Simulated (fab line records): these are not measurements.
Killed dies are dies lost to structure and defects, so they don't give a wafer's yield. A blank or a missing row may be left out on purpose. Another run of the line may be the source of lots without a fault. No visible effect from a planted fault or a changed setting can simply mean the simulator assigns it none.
2 desks, one fault / flow gf180mcu / what lay behind the numbers comes last; until then each desk has only its own

== FOR THE TOOL OWNER'S DESK: lithoTrack-02 ==
The tool's own readings at GF_V3_COAT_09 (resist thk 1000 nm): means of the sampled wafers that have a number, for each lot that ran on this tool. Any lot whose mean is over 4 standard deviations away from the usual mean is out of limits and marked OUT; that distance is given in the brackets.
Columns: A = chillPlateTempC at GF_V3_COAT_09, usual 22.99 C
lot=L871; first seen here=day 22 23:00; A=22.92
lot=L872; first seen here=day 23 07:00; A=23.19
lot=L877; first seen here=day 24 22:00; A=23.04
lot=L878; first seen here=day 25 10:00; A=23.05
lot=L884; first seen here=day 27 02:00; A=23.07
Finding of this desk: none of the 5 lots has anything out of limits.

== METROLOGY DESK ==
Means of the sampled wafers that have a number, per lot and without regard to the tool the lot ran on: this is what the gauges read. Any lot whose mean is over 4 standard deviations away from the usual mean is out of limits and marked OUT; that distance is given in the brackets.
Columns: A = M3_OVL at GF_M3_OVL_MEAS_15, usual 1 nm
lot=L869; first seen here=day 21 16:11; A=2
lot=L871; first seen here=day 22 10:16; A=-8
lot=L872; first seen here=day 22 18:53; A=-2
lot=L873; first seen here=day 23 06:35; A=6
lot=L876; first seen here=day 24 03:12; A=3
lot=L877; first seen here=day 24 10:32; A=3
lot=L878; first seen here=day 24 22:14; A=0
lot=L879; first seen here=day 25 08:35; A=-5
lot=L880; first seen here=day 25 13:46; A=-4
lot=L881; first seen here=day 25 19:35; A=4
lot=L884; first seen here=day 26 15:26; A=5
lot=L886; first seen here=day 27 10:38; A=7
Finding of this desk: none of the 12 lots has anything out of limits.

== ALL TOGETHER ==
The desk of the tool owner found nothing out of limits.
Metrology desk: nothing out of limits seen.

== WHAT THE SIMULATOR HAD PUT IN ==
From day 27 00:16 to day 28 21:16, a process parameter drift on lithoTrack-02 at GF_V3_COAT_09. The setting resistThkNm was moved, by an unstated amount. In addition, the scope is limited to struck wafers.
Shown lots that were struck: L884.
